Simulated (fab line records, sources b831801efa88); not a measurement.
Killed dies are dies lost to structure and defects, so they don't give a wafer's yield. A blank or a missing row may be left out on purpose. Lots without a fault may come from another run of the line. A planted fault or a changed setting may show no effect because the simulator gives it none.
A struck lot beside a sound one | flow gf180mcu | 15 steps out of a route of 602
Sound: wafers L221.1, L221.3, L221.4. Struck: wafers L239.2, L239.4, L239.5. The cause comes at the end.
At each step with rows: each side's tool, then ch and its chambers, then its first start. Under that, the readings that differ: sound wafers | struck wafers | difference of the means | sigmas: that difference in standard deviations of wafers without a fault.
alike: readings whose means differ by less than 2 such deviations, and words and numbers that are the same on both sides. not compared: withheld readings, readings that some wafer has no value for, bounds like >300 that may hide the same value, and numbers for which the record gives no deviation and whose values overlap.
The two part at a step that has a row with sigmas, a row that says differs or no value, or rows on one side only. Numbers that don't overlap but have no deviation are shown without sigmas and don't part them. A reading that every wafer of one side lacks parts them only if that side has two wafers or more.

first, 2 steps without rows for these wafers: GF_M4_PEB_12 (peb time 90 s); GF_M4_DEVELOP_13 (develop time 60 s).
GF_M4_CD_MEAS_14: target cd 280 nm.
  sound on cd_sem-01, day 24 07:46; struck on cd_sem-01, day 29 14:38
  alike: cd_nm
GF_M4_OVL_MEAS_15:
  sound on overlay-01, day 24 07:53; struck on overlay-01, day 29 14:44
  alike: M4_OVL
GF_M4_METAL_ETCH_16: etches the open film in Cl2/BCl3, stops on SiO2, target depth 627.5 nm, time 104.6 s.
  sound on rie_metal-04 ch 0,1, day 24 07:55; struck on rie_metal-01 ch 0,1, day 29 14:46
  alike: drypump_motor_current_A, he_backside_leak_sccm, oes_product_au, throttle_valve_pct
  not compared: rf_hours_counter_h
GF_M4_STRIP_17: strips in O2/N2.
  sound on plasma_asher-02 ch 0,1, day 24 08:02; struck on plasma_asher-01 ch 0,1, day 29 14:53
  alike: drypump_motor_current_A, heater_power_w, o2_flow_sccm, oes_product_au, strip_time_to_endpoint_s
  not compared: rf_hours_counter_h
then, 3 steps without rows for these wafers: GF_M4_STRIP_18 (strips in post etch residue remover, time 1200 s); GF_M4_CLEAN_19 (cleans in DIW); GF_V4_CVD_00 (deposits SiO2, target thk 600 nm, time 100 s).
GF_V4_THK_MEAS_01:
  sound on film_metro-03, day 24 08:59; struck on film_metro-02, day 29 15:30
  alike: V4_CVD_00_THK
GF_V4_CVD_02: deposits SiO2 from TEOS, target thk 850 nm, time 94.851 s.
  sound on pecvd-02 ch 0,1, day 24 09:02; struck on pecvd-03 ch 0,1,2, day 29 15:33
  alike: heater_power_outer_w, heater_power_w
GF_V4_THK_MEAS_03:
  sound on film_metro-04, day 24 09:07; struck on film_metro-04, day 29 15:38
  alike: V4_CVD_02_THK
GF_V4_CMP_04: polishes SiO2.
  sound on cmp-02 ch 0,2,3, day 24 09:10; struck on cmp-02 ch 0,2,3, day 29 15:43
  no value came back on the struck wafers for edge_zone_pressure_frac, head_pressure_psi (psi), motor_current_A (A), time_to_endpoint_s (s); on the sound wafers edge_zone_pressure_frac reads 1.000 1.004 0.999
  reading                             | sound             | struck            | difference | sigmas
  model.SiO2_of_V4_CVD_02.thk_nm (nm) | 629.9 632.5 632.1 | 835.2 854.1 853.1 | +216.0     |
GF_V4_BOW_MEAS_05:
  sound on film_metro-02, day 24 09:28; struck on film_metro-02, day 29 16:20
  reading     | sound       | struck | difference                    | sigmas
  V4_BOW (um) | 138 144 138 | - - -  | no value on the struck wafers |
  not compared: hold
GF_PASSIVATION_PROBE_99:
  the record has rows for the sound wafers here (prober-01, day 29 18:13) and none for the struck ones

WHERE THEY PART
First at GF_V4_CMP_04; last, within this record, at GF_PASSIVATION_PROBE_99.

WHY: what the simulator had put in
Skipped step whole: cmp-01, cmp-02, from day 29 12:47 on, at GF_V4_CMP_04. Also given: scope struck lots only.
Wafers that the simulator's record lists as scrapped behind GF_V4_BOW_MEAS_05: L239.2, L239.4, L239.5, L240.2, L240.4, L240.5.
